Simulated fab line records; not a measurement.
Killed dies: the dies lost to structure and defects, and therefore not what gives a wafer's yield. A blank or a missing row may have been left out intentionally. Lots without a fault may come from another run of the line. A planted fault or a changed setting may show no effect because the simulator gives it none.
Code-filled problem report in 8D (eight disciplines) form + flow sky130 + the parts of the form that need people (team, actions taken, sign-off) are left out

1. PROBLEM STATEMENT
Mean of killed_at_M0_to_M3 at SKY_PAD_OPEN_PROBE_99: 182 across 9 wafers in 3 lots; on wafers with no fault it is 42 (standard deviation 7.6). That is +18 standard deviations from the usual mean.
The first sign was on wafer L980.1 at day 49 13:24, on prober-01. The record has a number at this step for 30 wafers belonging to 10 lots. Rule for "out", or "out of limits": more than 4 standard deviations from the usual mean. The other wafers with a number count as sound.

2. WHAT IT IS; WHAT IT IS NOT
| question                    | is                                                                                                                  | is not                                   |
|-----------------------------|---------------------------------------------------------------------------------------------------------------------|------------------------------------------|
| which readings at this step | killed_at_M0_to_M3, defectLimitedYield, killedDies, sort_bin_5_function, sort_bin_6_memory, sortNPass, sortYieldPct | killed_at_M4_up                          |
| which lots                  | L980, L985, L986                                                                                                    | L965, L966, L970, L972, L973, L974, L978 |
| which wafers of those lots  | all that have a number                                                                                              | -                                        |
| read on which tools         | prober-01, prober-02                                                                                                | -                                        |
| when                        | from day 49 13:24                                                                                                   | up to then (21 sound wafers)             |

3. THE SUSPECTS, EACH WITH WHAT RULES IT OUT
Counting: a tool at any process step up to the reading remains a suspect when it ran all the lots that are out and ran no sound lot after the first of those.
- cmp-01 at SKY_VIA2_CMP_24 (polishes, stops on SiO2, t overpolish 20 s, target thk 0 nm): kept. All lots that are out passed through it, beginning with L980 at day 41 01:51, and no sound lot followed; its final sound lot before that point was L978 at day 40 16:34.
Remaining after the count: cmp-01 at SKY_VIA2_CMP_24.

4. THE CAUSE (what the simulator had put in)
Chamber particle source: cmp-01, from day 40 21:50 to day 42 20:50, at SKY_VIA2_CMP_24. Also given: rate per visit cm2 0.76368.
Counting left only this tool.

5. THE CHAIN OF EFFECTS, in route order
Each row: a reading where the mean over the struck wafers with a number is more than 3 standard deviations away from the usual. Readings are gone through only where the record gives a usual standard deviation; hours: the median, over the lots, of the time from a lot's start at the first step in this table giving one to that lot's start at this step; sigmas: the change measured in usual standard deviations.
| hours | step                  | reading              | usual  | on struck wafers | change | sigmas |
|-------|-----------------------|----------------------|--------|------------------|--------|--------|
| 0     | SKY_PAD_OPEN_PROBE_99 | defectLimitedYield   | 82.9 % | 55.9             | -27.0  | -13    |
| 0     | SKY_PAD_OPEN_PROBE_99 | killed_at_M0_to_M3   | 42     | 182              | +140   | +18    |
| 0     | SKY_PAD_OPEN_PROBE_99 | killedDies           | 84     | 217              | +133   | +13    |
| 0     | SKY_PAD_OPEN_PROBE_99 | killedOnRim          | 16     | 42               | +26    | +6.6   |
| 0     | SKY_PAD_OPEN_PROBE_99 | sort_bin_3_pad_short | 0.9 %  | 2.7              | +1.8   | +4.8   |
| 0     | SKY_PAD_OPEN_PROBE_99 | sort_bin_5_function  | 10.2 % | 27.6             | +17.4  | +12    |
| 0     | SKY_PAD_OPEN_PROBE_99 | sort_bin_6_memory    | 6.0 %  | 13.7             | +7.7   | +7.7   |
| 0     | SKY_PAD_OPEN_PROBE_99 | sortNPass            | 408    | 275              | -133   | -13    |
| 0     | SKY_PAD_OPEN_PROBE_99 | sortYieldPct         | 82.9 % | 55.9             | -27.0  | -13    |
Here are the process steps it includes:
- SKY_PAD_OPEN_PROBE_99

6. WHAT WOULD HAVE CAUGHT IT SOONER
In this record the first reading out of limits was taken at day 49 13:24, 208 hours after the fault began at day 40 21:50.
An alarm limit of 4 standard deviations would not have fired on the tool readings at SKY_VIA2_CMP_24 for which the record gives a usual standard deviation, since none of them was out on any struck wafer.
Lots out: 3; all had begun SKY_VIA2_CMP_24 on cmp-01 by day 49 13:24. Had the tool been put on hold then, not one of them would have been saved.
